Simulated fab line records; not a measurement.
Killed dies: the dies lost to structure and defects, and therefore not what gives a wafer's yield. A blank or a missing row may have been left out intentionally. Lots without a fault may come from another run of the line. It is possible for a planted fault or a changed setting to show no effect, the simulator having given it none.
Matching of chambers	flow gf180mcu	GF_POLY_GATE_ETCH_13 on rie si-01: 4 sister chambers
The step etches poly-Si in HBr/Cl2, stops on SiO2, target depth 198.5 nm, time 69.6 s. 14 wafers are shown with their chamber, then 7 later ones without.

EACH WAFER AND ITS CHAMBER
wafer	chamber	oes product au (a.u.)	throttle valve pct (%)
L874.2	0	0.978	33.684
L874.3	3	0.977	33.678
L874.5	3	0.976	33.679
L877.1	2	0.994	33.678
L877.2	1	0.999	33.692
L877.3	0	0.980	33.675
L878.1	3	0.977	33.678
L878.2	1	0.984	33.680
L878.3	2	0.969	33.687
L891.2	0	0.989	33.699
L891.3	3	0.988	33.671
L891.4	2	0.987	33.690
L892.2	2	0.983	33.662
L892.5	1	0.999	33.676

SIGNATURES (means of the wafers above)
reading	chamber 0	chamber 1	chamber 2	chamber 3	scatter within a chamber
oes product au	0.98233	0.99400	0.98325	0.97950	0.00805
throttle valve pct	33.68600	33.68267	33.67925	33.67650	0.00974
Rule: distance of a wafer from a chamber = root of the sum over the readings of ((wafer's reading minus chamber's mean) / reading's scatter) squared. The wafer belongs to the nearest chamber; if the next one is less than 2 further off, it can't be placed. How the scatter is found: for the shown wafers, subtract from each reading the mean of its chamber, square and add these, divide the total by (wafers less chambers), then take the root.

WAFERS MISSING THEIR CHAMBER
wafer	oes product au (a.u.)	throttle valve pct (%)
L892.6	1.001	33.680
L894.2	0.983	33.686
L894.3	0.996	33.693
L894.4	0.988	33.674
L896.3	0.993	33.688
L896.5	0.992	33.678
L896.6	0.988	33.680

WHICH CHAMBER EACH WENT THROUGH
wafer	from the rows above	in truth
L892.6	can't be placed: 1 or 2 or 0 or 3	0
L894.2	can't be placed: 0 or 2 or 3 or 1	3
L894.3	can't be placed: 1 or 0 or 2 or 3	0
L894.4	can't be placed: 2 or 3 or 1 or 0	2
L896.3	can't be placed: 1 or 0 or 2 or 3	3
L896.5	can't be placed: 1 or 2 or 0 or 3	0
L896.6	can't be placed: 2 or 1 or 0 or 3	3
0 of 7 placed correctly. From these rows, 7 cannot be placed; in 7 the true chamber is one of the candidates. Wrongly placed: 0.
